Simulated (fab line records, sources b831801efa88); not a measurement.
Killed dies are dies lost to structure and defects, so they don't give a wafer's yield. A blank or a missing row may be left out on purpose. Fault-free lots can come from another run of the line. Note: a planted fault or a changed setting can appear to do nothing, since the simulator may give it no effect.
Comparing a struck lot with a sound one	flow gf180mcu	19 steps out of a route of 602
Sound: the wafers L925.1, L925.5, L925.6. Struck: wafers L938.1, L938.4, L938.6. The cause is named last.
Order at every step that has rows: each side's tool, ch and its chambers, its first start. Under that, the readings that differ: sound wafers	struck wafers	difference of the means	sigmas: that difference in standard deviations of wafers without a fault.
alike: readings with means less than 2 such deviations apart, plus words and numbers identical on both sides. not compared: withheld readings, readings lacking a value on some wafer, bounds such as >300 that could conceal the same value, and numbers that have no deviation in the record and whose values overlap.
Wherever a step has rows on one side only, a row that says differs or no value, or a row with sigmas, the two part there. Numbers that don't overlap but have no deviation are shown without sigmas and don't part them. A reading missing from all wafers of one side parts the sides only when that side holds two or more wafers.

GF_M5_STRIP_11: strips in O2/N2.
  sound on plasma asher-04 ch 0,1, day 27 15:53; struck on plasma asher-03 ch 1, day 31 08:55
reading	sound	struck	difference	sigmas
drypump motor current A (A)	6.1 6.1 5.5	5.2 5.3 5.2	-0.7	-2
  alike: chamber pressure mTorr, heater power w, oes product au, strip time to endpoint s
  not compared: rf hours counter h
then, 3 steps without rows for these wafers: GF_M5_STRIP_12 (strips in post etch residue remover, time 1200 s); GF_M5_CLEAN_13 (cleans in DIW); GF_V5_CVD_00 (deposits SiO2, target thk 300 nm, time 50 s).
GF_V5_THK_MEAS_01:
  sound: film metro-03 at day 27 16:30; struck: film metro-02 at day 31 09:30
  alike: V5_CVD_00_THK
GF_V5_CVD_02: deposits SiO2 from TEOS, target thk 1450 nm, time 163.28 s.
  sound on pecvd-01 ch 0,2, day 27 16:34; struck on pecvd-01 ch 0,1,2, day 31 09:34
  alike: heater power w, susceptor temp C
GF_V5_THK_MEAS_03:
  sound: film metro-04 at day 27 16:40; struck: film metro-03 at day 31 09:40
  alike: V5_CVD_02_THK
GF_V5_CMP_04: polishes SiO2.
  sound on cmp-02 ch 0,1,2, day 27 16:53; struck on cmp-01 ch 0,2,3, day 31 09:47
  alike: motor current A
GF_V5_BOW_MEAS_05:
  sound: film metro-04 at day 27 17:02; struck: film metro-02 at day 31 10:02
  alike: V5_BOW
then, 3 steps without rows for these wafers: GF_V5_DEHYDRATE_06 (time 60 s); GF_V5_HMDS_07 (prime time 60 s); GF_V5_COAT_08.
GF_V5_COAT_09: resist thk 1000 nm.
  sound on litho track-03 ch 0, day 28 02:00; struck on litho track-03 ch 0, day 31 18:00
reading	sound	struck	difference	sigmas
model.KrF_of_V5_COAT_09.thk nm (nm)	997 997.4 993.9	983.8 985.2 986.8	-10.8	
then, 3 steps without rows for these wafers: GF_V5_SOFTBAKE_10 (time 60 s); GF_V5_EXPOSE_11 (exposes mask Via5, target cd 260 nm); GF_V5_PEB_12 (peb time 90 s).
GF_V5_DEVELOP_13: develop time 60 s.
  sound on litho track-01 ch 0, day 28 12:32; struck on litho track-03 ch 0, day 32 02:40
reading	sound	struck	difference	sigmas
model.KrF_of_V5_COAT_09.thk nm (nm)	982.1 982.5 979	968.9 970.3 971.9	-10.8	
GF_V5_CD_MEAS_14: the cd target is 260 nm.
  sound: cd sem-02 at day 28 12:41; struck: cd sem-02 at day 32 02:49
  alike: cd nm
following that, these wafers have no rows for 1 step: GF_PASSIVATION_PROBE_99.

WHERE THEY PART
At GF_M5_STRIP_11 and nowhere else, as far as this record goes. Later steps at which nothing parts them and some readings are alike: GF_V5_THK_MEAS_01, GF_V5_CVD_02, GF_V5_THK_MEAS_03, GF_V5_CMP_04, GF_V5_BOW_MEAS_05, GF_V5_CD_MEAS_14.

WHY: what the simulator had put in
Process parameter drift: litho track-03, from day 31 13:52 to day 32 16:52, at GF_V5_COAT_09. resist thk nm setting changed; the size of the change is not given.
